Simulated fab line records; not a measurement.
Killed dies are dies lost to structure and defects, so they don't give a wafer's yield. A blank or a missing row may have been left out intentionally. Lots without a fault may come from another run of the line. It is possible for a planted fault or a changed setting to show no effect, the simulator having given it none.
2 desks looking at one fault / flow gf180mcu / numbers are kept per desk, each desk with only its own; the story behind them comes last

== FROM THE METROLOGY DESK ==
Lot by lot, what the gauges showed, no matter which tool ran the lot: averages of those sampled wafers that carry a number. The brackets show how far a lot's mean lies from the usual mean; more than 4 standard deviations puts the lot out of limits, marked OUT.
Columns: A = V2_CVD_00_THK at GF_V2_THK_MEAS_01, usual 599 nm
lot=L986; first seen here=day 18 23:35; A=594
lot=L987; first seen here=day 19 02:01; A=601
lot=L988; first seen here=day 19 16:31; A=611
lot=L989; first seen here=day 20 05:04; A=595
lot=L990; first seen here=day 20 14:42; A=592
lot=L991; first seen here=day 20 22:00; A=600
lot=L992; first seen here=day 21 11:31; A=601
lot=L993; first seen here=day 21 19:04; A=604
lot=L995; first seen here=day 22 09:39; A=600
lot=L996; first seen here=day 22 20:36; A=602
lot=L997; first seen here=day 23 00:16; A=601
lot=L999; first seen here=day 24 01:11; A=596
lot=L103; first seen here=day 25 15:01; A=601
This desk found nothing out of limits on any of the 13 lots.

== AT THE TOOL OWNER'S DESK: cmp-02 ==
The tool's own readings at GF_V2_CMP_26 (polishes, stops on SiO2, t overpolish 15 s, target thk 0 nm): means of the sampled wafers that have a number, for each lot that ran on this tool. The brackets show how far a lot's mean lies from the usual mean; more than 4 standard deviations puts the lot out of limits, marked OUT.
Columns: A = motor current A at GF_V2_CMP_26, usual 11.0 A; B = overpolish run s at GF_V2_CMP_26, usual 14.999 s; C = time to endpoint s at GF_V2_CMP_26, usual 83 s
lot=L986; first seen here=day 20 01:05; A=10.2; B=14.990; C=80
lot=L989; first seen here=day 21 06:23; A=11.1; B=15.007; C=86
lot=L991; first seen here=day 21 23:17; A=10.2; B=14.997; C=82
lot=L992; first seen here=day 22 12:35; A=10.5; B=14.996; C=84
lot=L995; first seen here=day 23 10:48; A=10.3; B=15.001; C=82
lot=L996; first seen here=day 23 21:54; A=10.6; B=15.000; C=81
lot=L999; first seen here=day 25 01:36; A=10.0; B=14.997; C=83
lot=L103; first seen here=day 26 13:37; A=10.4; B=15.011; C=68 (-4.7) OUT
Finding of this desk: L103 out of limits; the first was L103 at day 26 13:37, on time to endpoint s at GF_V2_CMP_26. Within limits: L986, L989, L991, L992, L995, L996, L999.

== PUT TOGETHER ==
The tool owner's desk could have raised an alarm at day 26 13:37, on L103.
The metrology desk saw nothing out of limits.
The metrology desk has L103 on record, within its limits.
All the named lots went through GF_V2_CMP_26 on cmp-02.

== WHAT THE SIMULATOR HAD PUT IN ==
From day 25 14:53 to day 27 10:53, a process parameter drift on cmp-02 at GF_V2_CMP_26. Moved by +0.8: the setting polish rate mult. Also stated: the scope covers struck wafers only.
Shown lots that were struck: L103.
Each desk's first reading out of limits, in hours after the fault started: the tool owner's desk, 23.
